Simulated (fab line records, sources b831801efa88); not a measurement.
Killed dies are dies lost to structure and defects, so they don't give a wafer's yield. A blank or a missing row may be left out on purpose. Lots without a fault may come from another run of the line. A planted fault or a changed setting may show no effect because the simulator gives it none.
A struck lot beside a sound one | flow sky130 | 17 steps out of a route of 708
Sound: wafers L616.1, L616.4, L616.5. Struck: wafers L622.1, L622.4, L622.5. The cause comes at the end.
At each step with rows: each side's tool, then ch and its chambers, then its first start. Under that, the readings that differ: sound wafers | struck wafers | difference of the means | sigmas: that difference in standard deviations of wafers without a fault.
alike: readings whose means differ by less than 2 such deviations, and words and numbers that are the same on both sides. not compared: withheld readings, readings that some wafer has no value for, bounds like >300 that may hide the same value, and numbers for which the record gives no deviation and whose values overlap.
The two part at a step that has a row with sigmas, a row that says differs or no value, or rows on one side only. Numbers that don't overlap but have no deviation are shown without sigmas and don't part them. A reading that every wafer of one side lacks parts them only if that side has two wafers or more.

first, 1 step without rows for these wafers: SKY_VT_ADJUST_LVTN_IMPLANT_19.
SKY_VT_ADJUST_LVTN_STRIP_20: strips in O2/N2.
  sound on plasma_asher-01 ch 0,1, day 7 21:01; struck on plasma_asher-02 ch 0,1, day 9 17:11
  alike: drypump_motor_current_A, oes_product_au, strip_time_to_endpoint_s
  not compared: rf_hours_counter_h
SKY_VT_ADJUST_LVTN_TW_MEAS_21:
  sound on film_metro-02, day 7 21:07; struck on film_metro-04, day 9 17:17
  reading             | sound             | struck            | difference | sigmas
  VT_ADJUST_LVTN_2_TW | 192.2 193.1 193.0 | 186.9 188.3 188.4 | -4.9       | -3
then, 7 steps without rows for these wafers: SKY_VT_ADJUST_NCORE_DEHYDRATE_00 (time 60 s); SKY_VT_ADJUST_NCORE_HMDS_01 (prime time 60 s); SKY_VT_ADJUST_NCORE_COAT_02 (resist thk 1140 nm); SKY_VT_ADJUST_NCORE_SOFTBAKE_03 (time 60 s); SKY_VT_ADJUST_NCORE_EXPOSE_04 (exposes mask LVTN COMPLEMENT THIN, target cd 380 nm); SKY_VT_ADJUST_NCORE_PEB_05; SKY_VT_ADJUST_NCORE_DEVELOP_06 (develop time 60 s).
SKY_VT_ADJUST_NCORE_CD_MEAS_07: target cd 380 nm.
  sound on cd_sem-02, day 8 17:08; struck on cd_sem-02, day 10 15:03
  alike: cd_nm
SKY_VT_ADJUST_NCORE_OVL_MEAS_08:
  sound on overlay-01, day 8 17:15; struck on overlay-02, day 10 15:10
  alike: VT_ADJUST_NCORE_OVL
SKY_VT_ADJUST_NCORE_IMPLANT_09:
  sound on implanter-01 ch 0, day 8 17:17; struck on implanter-01 ch 0, day 10 15:13
  reading            | sound             | struck            | difference | sigmas
  beam_on_s (s)      | 10.07 10.06 10.54 | 11.82 11.73 11.88 | +1.59      | +7
  faraday_current_uA | 13.4 13.5 12.8    | 11.4 11.5 11.4    | -1.8       | -6
SKY_VT_ADJUST_NCORE_STRIP_10: strips in O2/N2.
  sound on plasma_asher-03 ch 0,1, day 8 17:26; struck on plasma_asher-03 ch 0,1, day 10 15:22
  alike: drypump_motor_current_A, oes_product_au, strip_time_to_endpoint_s
  not compared: rf_hours_counter_h
SKY_VT_ADJUST_NCORE_TW_MEAS_11:
  sound on film_metro-04, day 8 17:32; struck on film_metro-01, day 10 15:28
  reading            | sound             | struck            | difference | sigmas
  VT_ADJUST_NCORE_TW | 219.4 219.3 219.2 | 228.9 229.5 229.2 | +9.9       | +7
then, 1 step without rows for these wafers: SKY_VT_ADJUST_HVTR_DEHYDRATE_00 (time 60 s).
-- the record jumps here: 37 days lie between the struck wafers' starts before and after (it left off in module VT_ADJUST_HVTR and takes up again in module PAD_OPEN, whose first step shown is number 708 of the route) --
SKY_PAD_OPEN_PROBE_99:
  sound on prober-01, day 45 20:31; struck on prober-01, day 47 12:09
  reading                                    | sound                         | struck                       | difference | sigmas
  model.etest.nfet_16v.r_on_ohm_um           | 1.397e+04 1.407e+04 1.409e+04 | 1.507e+04 1.521e+04 1.52e+04 | +1.117e+03 |
  model.etest.pfet_g5v0d10v5.r_on_ohm_um     | 4689 4711 4716                | 4528 4603 4590               | -132       |
  model.etest.tip_p.rs_ohm_sq                | 6878 6882 6925                | 6824 6818 6743               | -100       |
  model.etest.res_pwell_under_gate.rs_ohm_sq | 2283 2272 2282                | 2251 2242 2240               | -35        |
  model.etest.nfet_g5v0d10v5.r_on_ohm_um     | 1864 1862 1873                | 1949 1986 1968               | +101       |
  model.etest.nfet_g5v0d10v5.drive_ua_um     | 621.1 620.2 620.4             | 576.4 573.8 568.7            | -47.6      |
  model.etest.pfet_g5v0d10v5.drive_ua_um     | 347.8 346.8 349.4             | 358.7 355 359.7              | +9.8       |
  alike: killed_at_M0_to_M3, killed_at_M4_up, killed_at_contacts, killed_at_front_end, killed_at_other, killed_dies, killed_open, killed_short
  not compared: model.etest.tip_p_5v.rs_ohm_sq

WHERE THEY PART
First at SKY_VT_ADJUST_LVTN_TW_MEAS_21; last, within this record, at SKY_VT_ADJUST_NCORE_TW_MEAS_11. Later steps at which nothing parts them and some readings are alike: SKY_PAD_OPEN_PROBE_99.

WHY: what the simulator had put in
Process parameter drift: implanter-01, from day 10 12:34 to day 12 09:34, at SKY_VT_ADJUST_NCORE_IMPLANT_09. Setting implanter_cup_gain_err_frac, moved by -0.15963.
